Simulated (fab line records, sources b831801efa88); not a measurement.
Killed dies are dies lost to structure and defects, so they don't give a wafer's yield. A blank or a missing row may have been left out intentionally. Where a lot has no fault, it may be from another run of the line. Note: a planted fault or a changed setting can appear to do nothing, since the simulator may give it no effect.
The tool behind it: which one? | flow sky130 | at 1 step of a route of 708, 10 lots with 30 wafers sampled

## WHAT THE GAUGES SHOWED, per wafer
SKY_METAL1_OVL_MEAS_16.
lot  | measured     | on         | METAL1_OVL (nm)
L305 | day 33 00:13 | overlay-01 | -2 6 3
L308 | day 33 15:00 | overlay-02 | -10 -11 -11
L313 | day 35 05:39 | overlay-02 | 8 6 13
L314 | day 35 08:44 | overlay-02 | 0 6 9
L317 | day 36 07:59 | overlay-02 | 0 -8 2
L321 | day 37 11:29 | overlay-01 | -4 -1 -6
L324 | day 38 09:33 | overlay-01 | -5 -5 -6
L325 | day 39 02:46 | overlay-01 | 0 4 -3
L326 | day 39 17:22 | overlay-01 | 3 -1 0
L328 | day 39 20:10 | overlay-02 | -4 -6 -3

## WHAT TOOL EACH LOT RAN ON (gives the tool, then ch and the chambers of the sampled wafers, and finally the start)
The record holds no process step before these readings.

## THE ANSWER, worked out from the rows above alone
Rule: what is usual is taken from the lots themselves. The widest of any qualifying gaps counts: lots, ordered by their means at a reading, are off when they make up no more than a third of the lots, leave a main group of 4 or more, and stand apart from it by 3 or more times the standard deviation of that group's means. A main group is skipped when, at the precision printed for the reading in the tables above, its means are all equal. Also off: a lot with no number at a reading for which 4 or more lots have one. All remaining lots with rows at the step are treated as sound.
None of the lots is off at any reading shown; this tells nothing.

## WHAT THE SIMULATOR HAD PUT IN
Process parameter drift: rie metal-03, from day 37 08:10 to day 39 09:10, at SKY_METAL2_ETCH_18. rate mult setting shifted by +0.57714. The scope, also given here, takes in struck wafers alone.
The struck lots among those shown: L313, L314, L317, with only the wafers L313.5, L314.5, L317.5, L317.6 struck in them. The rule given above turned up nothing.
